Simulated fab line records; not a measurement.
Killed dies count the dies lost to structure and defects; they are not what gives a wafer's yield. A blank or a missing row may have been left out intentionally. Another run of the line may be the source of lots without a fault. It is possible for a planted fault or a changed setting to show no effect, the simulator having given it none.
Which tool was responsible? -- flow sky130 -- Sampling: 6 lots, 18 wafers, 3 of 708 route steps

== WHAT EACH GAUGE READ, for each wafer ==
SKY_METAL4_CD_MEAS_13: the cd target is 300 nm.
lot,measured,on,cd-nm (nm)
L402,day 41 18:21,cd-sem-01,300.7 302.5 300.3
L405,day 42 21:42,cd-sem-01,299.9 299.2 299.3
L410,day 44 00:31,cd-sem-02,299.0 300.2 299.5
L412,day 44 19:31,cd-sem-01,299.8 298.0 299.5
L423,day 47 06:28,cd-sem-02,298.3 298.3 298.8
L424,day 47 18:34,cd-sem-02,300.5 300.6 299.5

== WHAT TOOL EACH LOT RAN ON (gives the tool, then ch and the chambers of the sampled wafers, and finally the start) ==
lot,SKY_CAP2M_STRIP_14,SKY_METAL4_HMDS_06
L402,"plasma-asher-04 ch 0,1, day 40 18:21","litho-track-01 ch 0, day 41 05:57"
L405,"plasma-asher-03 ch 0,1, day 41 21:41","litho-track-01 ch 0, day 42 09:12"
L410,"plasma-asher-03 ch 0,1, day 43 00:51","litho-track-04 ch 0, day 43 11:58"
L412,"plasma-asher-03 ch 1, day 43 20:24","litho-track-01 ch 0, day 44 07:02"
L423,"plasma-asher-04 ch 0,1, day 46 10:03","litho-track-01 ch 0, day 46 20:32"
L424,"plasma-asher-03 ch 0,1, day 46 22:18","litho-track-04 ch 0, day 47 07:46"
- SKY_CAP2M_STRIP_14: strips in O2/N2.
- SKY_METAL4_HMDS_06: prime time 60 s.

== THE ANSWER, worked out from the rows above alone ==
Rule: the lots themselves supply what counts as usual. The widest of any qualifying gaps counts: lots, ordered by their means at a reading, are off when they make up no more than a third of the lots, leave a main group of 4 or more, and stand apart from it by 3 or more times the standard deviation of that group's means. If all means in a main group match to the digits the tables above print for the reading, that group is not used. Also off: a lot with no number at a reading for which 4 or more lots have one. All remaining lots with rows at the step are treated as sound.
No lot is off at any reading shown: from this, nothing can be told.

== WHAT THE SIMULATOR HAD PUT IN ==
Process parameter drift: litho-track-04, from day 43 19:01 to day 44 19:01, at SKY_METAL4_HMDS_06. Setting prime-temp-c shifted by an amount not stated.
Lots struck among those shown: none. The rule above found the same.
